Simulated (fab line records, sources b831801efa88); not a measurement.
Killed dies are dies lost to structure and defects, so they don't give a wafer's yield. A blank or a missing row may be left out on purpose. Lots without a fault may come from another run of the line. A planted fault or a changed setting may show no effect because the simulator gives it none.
Tool commonality check | flow sky130 | 12 lots, 36 wafers sampled

WHY IT WAS OPENED
At SKY_LDD_P_TW_MEAS_11 the reading LDD_P_TW is flagged on 2 of 12 lots. Wafers without a fault read 637, standard deviation 7.
Rule: a lot is flagged when every wafer of it that has a number lies more than 4 standard deviations from that mean, or none has a number. The other lots count as sound.

lot  | measured     | on            | LDD_P_TW, wafer by wafer | flag
L342 | day 19 02:22 | film_metro-01 | 636 640 637              |
L344 | day 19 16:41 | film_metro-02 | 622 624 623              |
L345 | day 20 15:53 | film_metro-04 | 636 637 634              |
L346 | day 21 06:31 | film_metro-02 | 625 627 625              |
L349 | day 22 06:09 | film_metro-04 | 642 641 641              |
L350 | day 22 17:32 | film_metro-01 | 636 638 637              |
L351 | day 23 05:28 | film_metro-01 | 638 639 638              |
L352 | day 23 06:28 | film_metro-04 | 641 638 641              |
L356 | day 24 15:04 | film_metro-01 | 522 523 524              | FLAGGED
L357 | day 24 16:58 | film_metro-01 | 525 527 525              | FLAGGED
L364 | day 27 04:41 | film_metro-04 | 642 646 644              |
L365 | day 27 15:53 | film_metro-01 | 638 636 635              |
The numbers of the flagged lots are 524 on average: -113 against the usual, or -16 standard deviations.

WHICH TOOL RAN EACH LOT
The record holds 3 process steps before the reading, out of a route of 708 steps. In each cell: the tool, then ch and the chambers that the sampled wafers went through, then the start.
lot  | flag    | SKY_RES_PROTECT_STRIP_07             | SKY_LDD_N_STRIP_16                   | SKY_LDD_P_IMPLANT_09
L342 |         | plasma_asher-02 ch 0,1, day 15 06:34 | plasma_asher-02 ch 0,1, day 17 20:55 | implanter-04 ch 0, day 19 02:08
L344 |         | plasma_asher-02 ch 0,1, day 15 17:59 | plasma_asher-01 ch 0,1, day 18 10:20 | implanter-01 ch 0, day 19 16:26
L345 |         | plasma_asher-02 ch 0, day 16 16:38   | plasma_asher-04 ch 0,1, day 19 07:49 | implanter-01 ch 0, day 20 15:38
L346 |         | plasma_asher-02 ch 0,1, day 17 06:50 | plasma_asher-01 ch 0,1, day 19 23:29 | implanter-01 ch 0, day 21 06:16
L349 |         | plasma_asher-03 ch 1, day 18 02:03   | plasma_asher-01 ch 1, day 20 22:47   | implanter-03 ch 0, day 22 05:55
L350 |         | plasma_asher-03 ch 0,1, day 18 12:29 | plasma_asher-02 ch 0,1, day 21 10:44 | implanter-01 ch 0, day 22 17:17
L351 |         | plasma_asher-02 ch 0, day 18 23:18   | plasma_asher-01 ch 0,1, day 21 22:13 | implanter-01 ch 0, day 23 05:13
L352 |         | plasma_asher-03 ch 0,1, day 18 23:36 | plasma_asher-02 ch 0,1, day 21 22:38 | implanter-01 ch 0, day 23 06:14
L356 | FLAGGED | plasma_asher-03 ch 0,1, day 20 14:56 | plasma_asher-02 ch 0,1, day 23 07:53 | implanter-01 ch 0, day 24 14:49
L357 | FLAGGED | plasma_asher-02 ch 0,1, day 20 16:47 | plasma_asher-02 ch 0, day 23 10:34   | implanter-01 ch 0, day 24 16:44
L364 |         | plasma_asher-02 ch 0,1, day 23 06:04 | plasma_asher-01 ch 0,1, day 25 23:13 | implanter-01 ch 0, day 27 04:28
L365 |         | plasma_asher-04 ch 0,1, day 23 16:55 | plasma_asher-02 ch 0,1, day 26 10:29 | implanter-01 ch 0, day 27 15:41
What these steps do:
- SKY_RES_PROTECT_STRIP_07: strips in O2/N2.
- SKY_LDD_N_STRIP_16: strips in O2/N2.
- SKY_LDD_P_IMPLANT_09
- SKY_LDD_P_TW_MEAS_11

FLAGGED OVER TOTAL, TOOL BY TOOL (the gauges that took the reading come last)
step                     | tool            | lots run | flagged | share of the flagged lots | sound lots run after its first flagged lot
SKY_RES_PROTECT_STRIP_07 | plasma_asher-02 | 7        | 1       | some                      | 1 (L364)
SKY_RES_PROTECT_STRIP_07 | plasma_asher-03 | 4        | 1       | some                      | 0
SKY_RES_PROTECT_STRIP_07 | plasma_asher-04 | 1        | 0       | none                      | -
SKY_LDD_N_STRIP_16       | plasma_asher-01 | 5        | 0       | none                      | -
SKY_LDD_N_STRIP_16       | plasma_asher-02 | 6        | 2       | all                       | 1 (L365)
SKY_LDD_N_STRIP_16       | plasma_asher-04 | 1        | 0       | none                      | -
SKY_LDD_P_IMPLANT_09     | implanter-01    | 10       | 2       | all                       | 2 (L364,L365)
SKY_LDD_P_IMPLANT_09     | implanter-03    | 1        | 0       | none                      | -
SKY_LDD_P_IMPLANT_09     | implanter-04    | 1        | 0       | none                      | -
SKY_LDD_P_TW_MEAS_11     | film_metro-01   | 6        | 2       | all                       | 1 (L365)
SKY_LDD_P_TW_MEAS_11     | film_metro-02   | 2        | 0       | none                      | -
SKY_LDD_P_TW_MEAS_11     | film_metro-04   | 4        | 0       | none                      | -

WHAT THE TABLE ALLOWS
3 rows of the table ran every flagged lot: plasma_asher-02 at SKY_LDD_N_STRIP_16, implanter-01 at SKY_LDD_P_IMPLANT_09, film_metro-01 at SKY_LDD_P_TW_MEAS_11.
- plasma_asher-02 at SKY_LDD_N_STRIP_16: 2 of its 6 lots flagged. Sound lots ran on it after the first flagged one (L365), which a lasting fault on the whole tool wouldn't allow.
- implanter-01 at SKY_LDD_P_IMPLANT_09: 2 of its 10 lots flagged. Sound lots ran on it after the first flagged one (L364, L365), which a lasting fault on the whole tool wouldn't allow. Its own readings lie more than 4 standard deviations out on every wafer of the flagged lots: dose_ions_cm2, faraday_current_uA.
- film_metro-01 at SKY_LDD_P_TW_MEAS_11: 2 of its 6 lots flagged. Sound lots ran on it after the first flagged one (L365), which a lasting fault on the whole tool wouldn't allow.
No row of the table ran every flagged lot and no sound lot after the first.

WHAT THE SIMULATOR HAD PUT IN
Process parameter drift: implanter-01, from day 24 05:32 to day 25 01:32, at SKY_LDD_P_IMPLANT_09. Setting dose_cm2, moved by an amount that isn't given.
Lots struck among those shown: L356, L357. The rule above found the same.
